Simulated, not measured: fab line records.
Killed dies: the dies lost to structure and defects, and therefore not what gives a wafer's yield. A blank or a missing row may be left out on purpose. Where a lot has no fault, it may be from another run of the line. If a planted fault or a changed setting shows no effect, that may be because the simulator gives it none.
Problem report in the 8D (eight disciplines) form, filled by code | flow gf180mcu | the parts of the form that need people (team, actions taken, sign-off) are left out

1. WHAT WENT WRONG
DNWELL_TW at GF_DNWELL_TW_MEAS_09 reads a mean of 1418 on 6 wafers of 2 lots; wafers without a fault read 1350 with a standard deviation of 12. That puts it +5.6 standard deviations away from the usual mean.
Seen first at day 5 05:39 on film-metro-03, wafer L410.1. The record has a number at this step for 42 wafers belonging to 14 lots. The rule behind "out" and "out of limits": a value lying over 4 standard deviations away from the usual mean. All remaining wafers that have a number are taken as sound.

2. WHAT IT IS; WHAT IT IS NOT
question                    | is                           | is not
which readings at this step | DNWELL_TW                    | -
which lots                  | L410, L411                   | L399, L400, L402, L406, L412, L413, L414, L415, L417, L418, L419, L422
which wafers of those lots  | all that have a number       | -
read on which gauges        | film-metro-01, film-metro-03 | film-metro-04
when                        | from day 5 05:39             | up to then (12 sound wafers); but 24 sound wafers of L412, L413, L414, L415, L417, L418, L419, L422 came after

3. WHAT RULES OUT EACH SUSPECT
Counting: a tool at a process step up to the reading stays a suspect if it ran every lot that is out and no sound lot after the first of them.
- ruled out: the gauge at GF_DNWELL_TW_MEAS_09. 2 gauges (film-metro-01, film-metro-03) read the wafers that are out.
- implanter-04 at GF_DNWELL_IMPLANT_07: kept. It ran every lot that is out, first L410 (day 5 05:24), and no sound lot after that; its last sound lot up to then is L406 (day 4 07:07). Out on those wafers are its own readings of beam-on-s, end-station-pressure-torr, faraday-current-uA.
Remaining after the count: implanter-04 at GF_DNWELL_IMPLANT_07.

4. THE CAUSE (what the simulator had put in)
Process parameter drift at GF_DNWELL_IMPLANT_07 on implanter-04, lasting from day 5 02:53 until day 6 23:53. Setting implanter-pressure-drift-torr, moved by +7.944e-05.
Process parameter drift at GF_DNWELL_IMPLANT_07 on implanter-04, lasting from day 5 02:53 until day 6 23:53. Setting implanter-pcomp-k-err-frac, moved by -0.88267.
This tool alone remained once counting was done.

5. THE EFFECT CHAIN, in route order
One row per reading whose mean, taken over the struck wafers that have a number, lies over 3 standard deviations from the usual. Scope: only readings with a usual standard deviation given in the record; hours: median across lots of the time from each lot's start at the first step in this table that gives one to its start at this step; sigmas: change in usual standard deviations.
hours | step                 | reading                   | usual         | on struck wafers | change    | sigmas
0     | GF_DNWELL_IMPLANT_07 | beam-on-s                 | 10.00 s       | 11.54            | +1.54     | +8.5
0     | GF_DNWELL_IMPLANT_07 | end-station-pressure-torr | 5.02e-06 Torr | 8.37e-05         | +7.87e-05 | +99 or more
0     | GF_DNWELL_IMPLANT_07 | faraday-current-uA        | 56.4          | 48.4             | -8.0      | -8.1
0     | GF_DNWELL_TW_MEAS_09 | DNWELL_TW                 | 1350          | 1418             | +68       | +5.6
Its process steps:
- GF_DNWELL_IMPLANT_07
Later measuring or inspecting steps at which every struck wafer that the step has a row for has a number for every such reading, and none has moved that far: GF_M1_OVL_MEAS_15, GF_V1_BOW_MEAS_05, GF_M2_OVL_MEAS_15.

6. WHAT WOULD HAVE CAUGHT IT SOONER
3 hours passed between the start of the fault at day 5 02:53 and the first reading out of limits at a measuring or inspecting step in this record, taken at day 5 05:39.
At GF_DNWELL_IMPLANT_07, the tool's own readings (beam-on-s, end-station-pressure-torr, faraday-current-uA) were out on each struck wafer the step has a row for, so an alarm limit on them would have fired on the first such wafer.
Lots out: 2; of these, L411 started GF_DNWELL_IMPLANT_07 on implanter-04 after day 5 05:39. A tool hold placed at that time would have kept it from harm.
